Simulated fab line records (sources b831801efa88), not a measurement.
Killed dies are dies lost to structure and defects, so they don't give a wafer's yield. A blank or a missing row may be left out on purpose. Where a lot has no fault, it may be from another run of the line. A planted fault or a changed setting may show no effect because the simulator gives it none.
The tool behind it: which one? || flow sky130 || 7 lots with 21 wafers sampled at 3 steps, on a route of 708 steps

## WHAT EACH GAUGE READ, for each wafer
SKY_CONTACT_THK_MEAS_01.
{"lot": "L457", "measured": "day 32 09:55", "on": "film-metro-04", "CONTACT_CVD_00_THK (nm)": "75.4 76.8 74.8"}
{"lot": "L461", "measured": "day 32 21:40", "on": "film-metro-03", "CONTACT_CVD_00_THK (nm)": "75.2 75.9 74.3"}
{"lot": "L464", "measured": "day 33 22:46", "on": "film-metro-03", "CONTACT_CVD_00_THK (nm)": "75.3 75.2 75.8"}
{"lot": "L476", "measured": "day 37 13:34", "on": "film-metro-03", "CONTACT_CVD_00_THK (nm)": "76.3 75.9 75.5"}
{"lot": "L478", "measured": "day 38 00:22", "on": "film-metro-03", "CONTACT_CVD_00_THK (nm)": "75.7 74.2 76.6"}

## WHAT TOOL EACH LOT RAN ON (gives the tool, then ch and the chambers of the sampled wafers, and finally the start)
{"lot": "L457", "SKY_LI_CONTACT_SPUTTER_19": "pvd-sputter-02, day 31 04:29", "SKY_LOCAL_INTERCONNECT_STRIP_15": "plasma-asher-01 ch 0,1, day 32 09:18"}
{"lot": "L461", "SKY_LI_CONTACT_SPUTTER_19": "pvd-sputter-02, day 31 17:14", "SKY_LOCAL_INTERCONNECT_STRIP_15": "plasma-asher-04 ch 0,1, day 32 21:02"}
{"lot": "L464", "SKY_LI_CONTACT_SPUTTER_19": "pvd-sputter-03, day 32 18:36", "SKY_LOCAL_INTERCONNECT_STRIP_15": "plasma-asher-04 ch 0,1, day 33 22:07"}
{"lot": "L471", "SKY_LI_CONTACT_SPUTTER_19": "pvd-sputter-02, day 34 20:20", "SKY_LOCAL_INTERCONNECT_STRIP_15": "plasma-asher-03 ch 0,1, day 35 23:25"}
{"lot": "L473", "SKY_LI_CONTACT_SPUTTER_19": "pvd-sputter-02, day 35 09:26", "SKY_LOCAL_INTERCONNECT_STRIP_15": "plasma-asher-04 ch 1, day 36 11:50"}
{"lot": "L476", "SKY_LI_CONTACT_SPUTTER_19": "pvd-sputter-03, day 36 09:45", "SKY_LOCAL_INTERCONNECT_STRIP_15": "plasma-asher-04 ch 0,1, day 37 12:55"}
{"lot": "L478", "SKY_LI_CONTACT_SPUTTER_19": "pvd-sputter-03, day 36 20:35", "SKY_LOCAL_INTERCONNECT_STRIP_15": "plasma-asher-03 ch 1, day 37 23:40"}
- SKY_LI_CONTACT_SPUTTER_19: material Ti, target thk 20 nm, time 106.37 s.
- SKY_LOCAL_INTERCONNECT_STRIP_15: strips in O2/N2.

## THE ANSWER, worked out from the rows above alone
Rule: usual is defined by the lots themselves. Put in order of their means at a reading, lots are off if they are a third of the lots or fewer, leave a main group of 4 or more, and stand apart from it by a gap of 3 or more times the standard deviation of the main group's means; of several such gaps the widest counts. A main group is skipped when, at the precision printed for the reading in the tables above, its means are all equal. Also off: a lot with no number at a reading for which 4 or more lots have one. Any other lot the step has rows for is counted as sound.
None of the lots is off at any reading shown; this tells nothing.

## WHAT THE SIMULATOR HAD INSERTED
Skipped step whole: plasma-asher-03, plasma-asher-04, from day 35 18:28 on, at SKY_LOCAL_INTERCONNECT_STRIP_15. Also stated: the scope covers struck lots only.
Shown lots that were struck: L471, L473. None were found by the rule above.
